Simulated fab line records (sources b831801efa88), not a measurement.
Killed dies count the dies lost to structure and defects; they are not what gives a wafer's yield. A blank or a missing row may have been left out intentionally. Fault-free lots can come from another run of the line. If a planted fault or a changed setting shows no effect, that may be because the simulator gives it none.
Which tool did it? + flow sky130 + Sampling: 13 lots, 39 wafers, 5 of 708 route steps

== WHAT EACH GAUGE READ, for each wafer ==
SKY_PWDE_OVL_MEAS_07.
| lot  | measured    | on         | PWDE_OVL (nm)  |
|------|-------------|------------|----------------|
| L719 | day 4 01:56 | overlay-02 | -1.6 -1.3 -2.2 |
| L720 | day 4 07:14 | overlay-02 | -0.5 -1.7 -1.4 |
| L723 | day 5 01:53 | overlay-02 | -0.7 -0.8 -0.9 |
| L725 | day 5 14:55 | overlay-02 | -3.0 -1.3 -2.2 |
| L726 | day 5 17:50 | overlay-02 | -4.0 0.0 -2.2  |
| L728 | day 6 04:25 | overlay-01 | -1.4 -1.3 -1.4 |
| L729 | day 6 10:38 | overlay-01 | -1.1 -0.4 1.0  |
| L732 | day 7 02:20 | overlay-02 | -1.7 -3.2 -3.1 |
| L735 | day 7 21:59 | overlay-02 | -3.0 0.4 -2.9  |
| L736 | day 8 00:10 | overlay-01 | -0.6 -0.9 0.1  |
| L737 | day 8 08:14 | overlay-02 | -2.6 -1.8 -1.2 |
| L739 | day 8 18:22 | overlay-02 | -3.2 -1.3 -1.6 |
| L740 | day 9 02:28 | overlay-02 | -2.3 -2.2 -0.5 |

SKY_NWELL_OVL_MEAS_23.
| lot  | measured     | on         | NWELL_01_OVL (nm) |
|------|--------------|------------|-------------------|
| L719 | day 5 14:39  | overlay-02 | -0.4 -0.8 0.9     |
| L720 | day 5 19:19  | overlay-01 | -1.6 1.0 1.9      |
| L723 | day 6 16:25  | overlay-02 | -2.8 -0.2 -0.7    |
| L725 | day 7 05:26  | overlay-02 | 0.4 0.2 0.2       |
| L726 | day 7 08:20  | overlay-01 | 1.7 1.9 0.6       |
| L728 | day 7 20:26  | overlay-01 | -0.1 -1.1 -1.0    |
| L729 | day 8 03:02  | overlay-01 | 1.1 2.1 0.4       |
| L732 | day 8 19:56  | overlay-02 | 0.0 1.3 -0.7      |
| L735 | day 9 17:15  | overlay-02 | 1.9 -1.8 -0.3     |
| L736 | day 9 18:55  | overlay-02 | -2.2 -0.2 -0.2    |
| L737 | day 10 05:20 | overlay-02 | 0.9 -0.1 -0.3     |
| L739 | day 10 15:53 | overlay-02 | 2.2 2.1 2.5       |
| L740 | day 11 00:33 | overlay-01 | -1.6 0.8 -1.1     |

SKY_VT_ADJUST_LVTN_TW_MEAS_10.
| lot  | measured     | on            | VT_ADJUST_LVTN_TW |
|------|--------------|---------------|-------------------|
| L719 | day 7 05:28  | film_metro-01 | 238.7 238.7 238.5 |
| L720 | day 7 09:45  | film_metro-02 | 235.6 236.3 236.9 |
| L723 | day 8 09:05  | film_metro-03 | 242.0 241.1 241.1 |
| L725 | day 8 23:10  | film_metro-03 | 241.6 241.2 241.6 |
| L726 | day 9 02:02  | film_metro-03 | 243.5 240.9 241.6 |
| L728 | day 9 17:05  | film_metro-02 | 237.3 237.3 237.3 |
| L729 | day 9 23:48  | film_metro-01 | 239.1 238.0 239.3 |
| L732 | day 10 18:11 | film_metro-01 | 226.3 226.8 225.7 |
| L735 | day 11 17:48 | film_metro-02 | 224.0 223.3 224.7 |
| L736 | day 11 19:06 | film_metro-03 | 241.0 241.8 241.9 |
| L737 | day 12 06:28 | film_metro-01 | 239.0 238.8 238.8 |
| L739 | day 12 16:48 | film_metro-03 | 243.5 241.8 241.1 |
| L740 | day 13 02:25 | film_metro-01 | 240.2 240.5 240.5 |

== TOOL THAT RAN EACH LOT (tool first, then ch and the chambers of the sampled wafers, then the start) ==
| lot  | SKY_NWELL_STRIP_14                   | SKY_VT_ADJUST_LVTN_IMPLANT_08   |
|------|--------------------------------------|---------------------------------|
| L719 | plasma_asher-01 ch 0,1, day 4 20:06  | implanter-02 ch 0, day 7 05:14  |
| L720 | plasma_asher-04 ch 0,1, day 5 01:33  | implanter-04 ch 0, day 7 09:30  |
| L723 | plasma_asher-02 ch 0,1, day 5 20:43  | implanter-04 ch 0, day 8 08:50  |
| L725 | plasma_asher-01 ch 0,1, day 6 10:27  | implanter-02 ch 0, day 8 22:56  |
| L726 | plasma_asher-04 ch 0,1, day 6 12:53  | implanter-04 ch 0, day 9 01:47  |
| L728 | plasma_asher-04 ch 0,1, day 7 00:15  | implanter-01 ch 0, day 9 16:50  |
| L729 | plasma_asher-04 ch 0,1, day 7 06:44  | implanter-04 ch 0, day 9 23:33  |
| L732 | plasma_asher-04 ch 0,1, day 7 23:26  | implanter-04 ch 0, day 10 17:56 |
| L735 | plasma_asher-04 ch 0,1, day 8 18:54  | implanter-04 ch 0, day 11 17:35 |
| L736 | plasma_asher-02 ch 0,1, day 8 21:07  | implanter-01 ch 0, day 11 18:51 |
| L737 | plasma_asher-04 ch 0,1, day 9 06:43  | implanter-01 ch 0, day 12 06:15 |
| L739 | plasma_asher-02 ch 0,1, day 9 17:22  | implanter-02 ch 0, day 12 16:33 |
| L740 | plasma_asher-04 ch 0,1, day 10 01:15 | implanter-01 ch 0, day 13 02:11 |
- SKY_NWELL_STRIP_14: strips in O2/N2.
- SKY_VT_ADJUST_LVTN_IMPLANT_08

== WHAT THE TOOLS THEMSELVES READ (means of the sampled wafers that have a number; where no wafer has one, the mark that the record gives instead) ==
SKY_NWELL_STRIP_14.
| lot  | tool            | drypump_motor_current_A (A) | oes_product_au (a.u.) | strip_time_to_endpoint_s (s) |
|------|-----------------|-----------------------------|-----------------------|------------------------------|
| L719 | plasma_asher-01 | 5.4                         | 0.725                 | 37.02                        |
| L720 | plasma_asher-04 | 5.6                         | 0.725                 | 36.97                        |
| L723 | plasma_asher-02 | 6.3                         | 0.723                 | 36.89                        |
| L725 | plasma_asher-01 | 5.6                         | 0.722                 | 36.88                        |
| L726 | plasma_asher-04 | 5.6                         | 0.725                 | 36.90                        |
| L728 | plasma_asher-04 | 5.6                         | 0.722                 | 36.78                        |
| L729 | plasma_asher-04 | 5.6                         | 0.718                 | 36.78                        |
| L732 | plasma_asher-04 | 5.6                         | 0.725                 | 36.75                        |
| L735 | plasma_asher-04 | 5.6                         | 0.727                 | 36.87                        |
| L736 | plasma_asher-02 | 6.2                         | 0.721                 | 36.82                        |
| L737 | plasma_asher-04 | 5.7                         | 0.721                 | 36.83                        |
| L739 | plasma_asher-02 | 6.3                         | 0.724                 | 36.86                        |
| L740 | plasma_asher-04 | 5.6                         | 0.725                 | 36.84                        |

== THE ANSWER, worked out from the rows above alone ==
Rule: what is usual is taken from the lots themselves. The widest of any qualifying gaps counts: lots, ordered by their means at a reading, are off when they make up no more than a third of the lots, leave a main group of 4 or more, and stand apart from it by 3 or more times the standard deviation of that group's means. If all means in a main group match to the digits the tables above print for the reading, that group is not used. A lot without any number at a reading at which 4 lots or more have one is off too. All remaining lots with rows at the step are treated as sound. First the gauges in route order, then the tools' own readings, where a lot's mean is used as printed above. The first step at which some lot is off is used, and at that step the reading that is off furthest; a lot without a number counts as furthest.
Off: L732, L735, seen at SKY_VT_ADJUST_LVTN_TW_MEAS_10 (VT_ADJUST_LVTN_TW). The main group has a mean of 239.9 with a standard deviation of 1.9.
A tool fits if, at a process step before that reading, it ran every lot that is off, and no sound lot after the first of them. Those tools and the gauges at SKY_VT_ADJUST_LVTN_TW_MEAS_10 are tried in the same way. One fits: implanter-04 at SKY_VT_ADJUST_LVTN_IMPLANT_08. A fault onset in the window from L729 (day 9 23:33, its last sound lot) to L732 (day 10 17:56, its first lot off) fits.

== WHAT WAS PUT IN BY THE SIMULATOR ==
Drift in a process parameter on implanter-04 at SKY_VT_ADJUST_LVTN_IMPLANT_08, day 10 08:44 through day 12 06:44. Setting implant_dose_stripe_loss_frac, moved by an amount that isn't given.
Struck lots among those shown: L732, L735. The same result came from the rule above.
